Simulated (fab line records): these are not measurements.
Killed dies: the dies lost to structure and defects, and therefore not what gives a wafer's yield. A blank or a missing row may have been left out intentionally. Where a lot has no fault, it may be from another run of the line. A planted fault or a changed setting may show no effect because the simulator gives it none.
The same fault as seen by 2 desks	flow sfq-line	only its own numbers are on each desk; what lay behind them is given at the end

## AT THE TOOL OWNER'S DESK: rie-diel-04
The tool's own readings at SFQ_TRILAYER_I4_VIA_BARC_OPEN_VIA_ETCH_146 (etches BARC in O2, target depth 125 nm, time 41.7 s): means of the sampled wafers that have a number, for each lot that ran on this tool. Marked OUT: a lot whose mean sits more than 4 standard deviations from the usual mean, which makes it out of limits; the brackets give that distance.
Columns: A = chamber-pressure-mTorr at SFQ_TRILAYER_I4_VIA_BARC_OPEN_VIA_ETCH_146, usual 29.998 mTorr; B = drypump-motor-current-A at SFQ_TRILAYER_I4_VIA_BARC_OPEN_VIA_ETCH_146, usual 5.5 A; C = oes-product-au at SFQ_TRILAYER_I4_VIA_BARC_OPEN_VIA_ETCH_146, usual 0.685 a.u.
lot	first seen here	A	B	C
L744	day 60 15:20	29.988	5.5	0.680
L756	day 65 13:26	30.014	5.2	0.689
L757	day 65 18:14	30.012	5.2	0.684
This desk found nothing out of limits on any of the 3 lots.

## THE METROLOGY DESK
What the gauges read for every lot (on any tool): the sampled wafers with a number, averaged. Marked OUT: a lot whose mean sits more than 4 standard deviations from the usual mean, which makes it out of limits; the brackets give that distance.
Columns: A = I4_BOW at SFQ_I4_BOW_MEAS_927, usual 4 um; B = I4_OVL at SFQ_I4_OVL_MEAS_928, usual 3 nm
lot	first seen here	A	B
L744	day 55 13:31	-9	2
L748	day 57 11:11	-5	-5
L754	day 60 13:23	2	3
L756	day 61 04:26	4	4
L757	day 61 07:29	-2	-0
L764	day 63 01:30	10	-5
This desk found nothing out of limits on any of the 6 lots.

## BROUGHT TOGETHER
The tool owner's desk saw nothing out of limits.
From the metrology desk's view, nothing was out of limits.

## WHAT WAS PUT IN BY THE SIMULATOR
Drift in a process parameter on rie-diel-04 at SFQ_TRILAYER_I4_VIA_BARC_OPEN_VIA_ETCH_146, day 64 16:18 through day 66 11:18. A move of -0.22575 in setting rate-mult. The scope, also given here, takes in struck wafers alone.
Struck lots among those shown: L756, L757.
